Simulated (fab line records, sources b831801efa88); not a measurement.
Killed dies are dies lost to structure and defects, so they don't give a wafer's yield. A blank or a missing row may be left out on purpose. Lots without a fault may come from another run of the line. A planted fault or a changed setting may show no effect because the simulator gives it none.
A struck lot beside a sound one | flow sky130 | 17 steps out of a route of 708
Sound: wafers L390.2, L390.4, L390.5. Struck: wafers L384.2, L384.4, L384.5. The cause comes at the end.
At each step with rows: each side's tool, then ch and its chambers, then its first start. Under that, the readings that differ: sound wafers | struck wafers | difference of the means | sigmas: that difference in standard deviations of wafers without a fault.
alike: readings whose means differ by less than 2 such deviations, and words and numbers that are the same on both sides. not compared: withheld readings, readings that some wafer has no value for, bounds like >300 that may hide the same value, and numbers for which the record gives no deviation and whose values overlap.
The two part at a step that has a row with sigmas, a row that says differs or no value, or rows on one side only. Numbers that don't overlap but have no deviation are shown without sigmas and don't part them. A reading that every wafer of one side lacks parts them only if that side has two wafers or more.

SKY_LDD_HVN_OVL_MEAS_07:
  sound on overlay-01, day 27 00:48; struck on overlay-02, day 25 08:30
  alike: LDD_HVN_OVL
then, 1 step without rows for these wafers: SKY_LDD_HVN_IMPLANT_08.
SKY_LDD_HVN_STRIP_09: strips in O2/N2.
  sound on plasma_asher-02 ch 0,1, day 27 00:59; struck on plasma_asher-03 ch 0,1, day 25 08:41
  alike: drypump_motor_current_A, oes_product_au, strip_time_to_endpoint_s
  not compared: rf_hours_counter_h
SKY_LDD_HVN_TW_MEAS_10:
  sound on film_metro-01, day 27 01:05; struck on film_metro-02, day 25 08:51
  alike: LDD_HVN_TW
then, 7 steps without rows for these wafers: SKY_LDD_HVP_DEHYDRATE_00 (time 60 s); SKY_LDD_HVP_HMDS_01 (prime time 60 s); SKY_LDD_HVP_COAT_02 (resist thk 300 nm); SKY_LDD_HVP_SOFTBAKE_03 (time 60 s); SKY_LDD_HVP_EXPOSE_04 (exposes mask HVPTM, target cd 700 nm); SKY_LDD_HVP_PEB_05; SKY_LDD_HVP_DEVELOP_06 (develop time 60 s).
SKY_LDD_HVP_OVL_MEAS_07:
  sound on overlay-01, day 28 05:29; struck on overlay-01, day 26 14:44
  alike: LDD_HVP_OVL
SKY_LDD_HVP_IMPLANT_08:
  sound on implanter-02 ch 0, day 28 05:33; struck on implanter-01 ch 0, day 26 14:47
  reading                   | sound                | struck               | difference | sigmas
  beam_energy_keV           | 20.002 20.003 20.007 | 23.708 23.704 23.708 | +3.703     | +99 or more
  model.implant.rp_nm (nm)  | 61.27 61.27 61.27    | 75.14 75.14 75.14    | +13.87     |
  model.implant.drp_nm (nm) | 28.53 28.53 28.53    | 33.73 33.73 33.73    | +5.20      |
  alike: end_station_pressure_torr, faraday_current_uA
SKY_LDD_HVP_STRIP_09: strips in O2/N2.
  sound on plasma_asher-02 ch 0,1, day 28 05:40; struck on plasma_asher-03 ch 0,1, day 26 14:55
  alike: drypump_motor_current_A, oes_product_au, strip_time_to_endpoint_s
  not compared: rf_hours_counter_h
SKY_LDD_HVP_TW_MEAS_10:
  sound on film_metro-03, day 28 05:47; struck on film_metro-03, day 26 15:01
  reading    | sound       | struck      | difference | sigmas
  LDD_HVP_TW | 454 452 453 | 466 467 469 | +14        | +5
then, 1 step without rows for these wafers: SKY_LDD_LDN_DEHYDRATE_00 (time 60 s).
-- the record jumps here: 23 days lie between the struck wafers' starts before and after (it left off in module LDD_LDN and takes up again in module PAD_OPEN, whose first step shown is number 708 of the route) --
SKY_PAD_OPEN_PROBE_99:
  sound on prober-02, day 50 05:52; struck on prober-01, day 49 07:12
  reading                                   | sound                   | struck                  | difference | sigmas
  killed_open                               | 41 40 28                | 44 69 48                | +17        | +2
  model.etest.tip_p_5v.rs_ohm_sq            | 2851 2882 2859          | 2761 2777 2765          | -96        |
  model.etest.pfet_g5v0d10v5.off_log10_a_um | -12.64 -12.49 -12.44    | -12.22 -11.83 -12.41    | +0.37      |
  model.etest.pfet_g5v0d10v5.vt_sat_v (V)   | -0.6424 -0.6242 -0.6282 | -0.6102 -0.5739 -0.6049 | +0.0353    |
  alike: killed_at_M0_to_M3, killed_at_M4_up, killed_at_contacts, killed_at_front_end, killed_at_other, killed_dies, killed_short

WHERE THEY PART
First at SKY_LDD_HVP_IMPLANT_08; last, within this record, at SKY_PAD_OPEN_PROBE_99.

WHY: what the simulator had put in
Process parameter drift: implanter-01, from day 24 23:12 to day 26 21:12, at SKY_LDD_HVP_IMPLANT_08. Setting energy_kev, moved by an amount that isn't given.
